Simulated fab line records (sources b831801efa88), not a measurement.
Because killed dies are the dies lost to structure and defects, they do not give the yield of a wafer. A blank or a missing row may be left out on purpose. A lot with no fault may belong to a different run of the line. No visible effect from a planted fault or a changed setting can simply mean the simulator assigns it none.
Problem report in the 8D (eight disciplines) form, filled by code | flow sfq_line | the parts of the form that need people (team, actions taken, sign-off) are left out

== 1. WHAT WENT WRONG ==
At SFQ_TRILAYER_JJ_CE_LITHO_COAT_114, spin_speed_rpm averages 2931.7 rpm over 6 wafers from 2 lots, while fault-free wafers read 3000.1 rpm, standard deviation 1.9. Relative to the usual mean, that is a shift of -36 standard deviations.
The step: resist thk 600 nm.
Seen first at day 55 19:54 on litho_track-01, wafer L833.3. The record holds 18 wafers of 6 lots with a number at this step. Rule for "out", or "out of limits": more than 4 standard deviations from the usual mean. All remaining wafers that have a number are taken as sound.

== 2. WHAT THIS IS AND IS NOT ==
question                    | is                     | is not
which readings at this step | spin_speed_rpm         | resist_line_temp_C
which lots                  | L833, L834             | L822, L832, L843, L844
which wafers of those lots  | all that have a number | -
read on which tools         | litho_track-01         | litho_track-03, litho_track-04
when                        | from day 55 19:54      | up to then (6 sound wafers); but 6 sound wafers of L843, L844 came after

== 3. THE SUSPECTS, EACH WITH WHAT RULES IT OUT ==
Counting: a tool at a process step up to the reading stays a suspect if it ran every lot that is out and no sound lot after the first of them.
- rie_metal-01 at SFQ_TRILAYER_I4_VIA_STRIP_STRIP_107 (strips in O2): kept. It processed each lot that is out, first L833 at day 55 17:32, and no sound lot thereafter; up to then, the last sound lot it processed was L832 at day 55 12:44.
- pvd_sputter-04 at SFQ_TRILAYER_JJ_TRILAYER_DEP_SPUTTER_110 (material Al, target thk 8 nm, time 10 s): ruled out as a lasting fault. The sound lots L843, L844 went through it after L833, its earliest lot that is out (day 55 18:13).
- pvd_sputter-04 at SFQ_TRILAYER_JJ_TRILAYER_DEP_SPUTTER_112 (material Nb, target thk 170 nm, time 113.3 s): ruled out as a lasting fault. The sound lots L843, L844 went through it after L833, its earliest lot that is out (day 55 19:14).
- litho_track-01 at SFQ_TRILAYER_JJ_CE_LITHO_COAT_114 (resist thk 600 nm): kept. It processed each lot that is out, first L833 at day 55 19:54, and no sound lot thereafter; up to then, the last sound lot it processed was L822 at day 44 01:22. On those wafers its own readings are out: spin_speed_rpm.
After counting, rie_metal-01 at SFQ_TRILAYER_I4_VIA_STRIP_STRIP_107 and litho_track-01 at SFQ_TRILAYER_JJ_CE_LITHO_COAT_114 remain.

== 4. THE CAUSE (what the simulator had put in) ==
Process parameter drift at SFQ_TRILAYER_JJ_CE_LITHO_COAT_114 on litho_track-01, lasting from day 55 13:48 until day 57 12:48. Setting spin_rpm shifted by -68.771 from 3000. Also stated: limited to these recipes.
Counting leaves 2 suspects; this tool is one of them.

== 5. THE EFFECT CHAIN, in route order ==
Each row: a reading whose mean over the struck wafers that have a number lies more than 3 standard deviations from the usual. Only readings for which the record gives a usual standard deviation are gone through. hours: the time from each lot's start at the first step in this table that gives one to its start at this step, as a median over the lots. sigmas: the change in usual standard deviations.
hours | step                              | reading        | usual      | on struck wafers | change | sigmas
0     | SFQ_TRILAYER_JJ_CE_LITHO_COAT_114 | spin_speed_rpm | 3000.1 rpm | 2931.7           | -68.4  | -36
Process steps it contains:
- SFQ_TRILAYER_JJ_CE_LITHO_COAT_114: resist thk 600 nm.
At these later measuring or inspecting steps, every struck wafer for which the step has a row has a number for every such reading, and none has moved that far: SFQ_JJ_OVL_MEAS_931.

== 6. HOW IT WOULD HAVE BEEN CAUGHT EARLIER ==
First out-of-limits reading in this record: day 55 19:54, which is 6 hours after fault onset at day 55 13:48.
